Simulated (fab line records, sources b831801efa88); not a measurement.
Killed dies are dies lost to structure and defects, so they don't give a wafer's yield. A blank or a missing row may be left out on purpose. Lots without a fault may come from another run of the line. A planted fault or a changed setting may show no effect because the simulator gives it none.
Chamber matching | flow gf180mcu | GF_V2_CMP_26 on cmp-01: 4 sister chambers
The step polishes, stops on SiO2, t overpolish 15 s, target thk 0 nm. 4 wafers are shown with their chamber, then 7 later ones without.

WAFERS WITH THEIR CHAMBER
wafer  | chamber | motor_current_A (A)
L519.4 | 1       | 10.3
L521.2 | 3       | 10.5
L527.1 | 0       | 11.2
L527.3 | 2       | 11.2

WAFERS WITHOUT THEIR CHAMBER
wafer  | motor_current_A (A)
L527.6 | 10.2
L532.1 | 10.9
L532.3 | 9.8
L532.4 | 10.5
L536.1 | 10.1
L536.3 | 11.3
L536.6 | 10.7

WHICH CHAMBER EACH WENT THROUGH
wafer  | from the rows above               | in truth
L527.6 | can't be placed: 1 or 3           | 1
L532.1 | can't be placed: 0 or 2 or 3 or 1 | 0
L532.3 | can't be placed: 1 or 3           | 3
L532.4 | can't be placed: 3 or 1           | 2
L536.1 | can't be placed: 1 or 3           | 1
L536.3 | can't be placed: 0 or 2           | 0
L536.6 | can't be placed: 3 or 1 or 0 or 2 | 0
Placed correctly: 0 of 7. Can't be placed from these rows: 7 (the true chamber is among the candidates in 6). Placed wrongly: 0.
How it was worked out, from the rows above alone: a wafer's distance from a chamber is the root of the sum, over the readings, of the square of ((its reading less the chamber's mean) divided by the reading's scatter). The wafer belongs to the nearest chamber; if the next one is less than 2 further off, it can't be placed. A chamber's mean is the mean of its shown wafers. The scatter: with one shown wafer a chamber, the root of the mean of the squares of how far each hidden wafer lies from its nearest shown one.
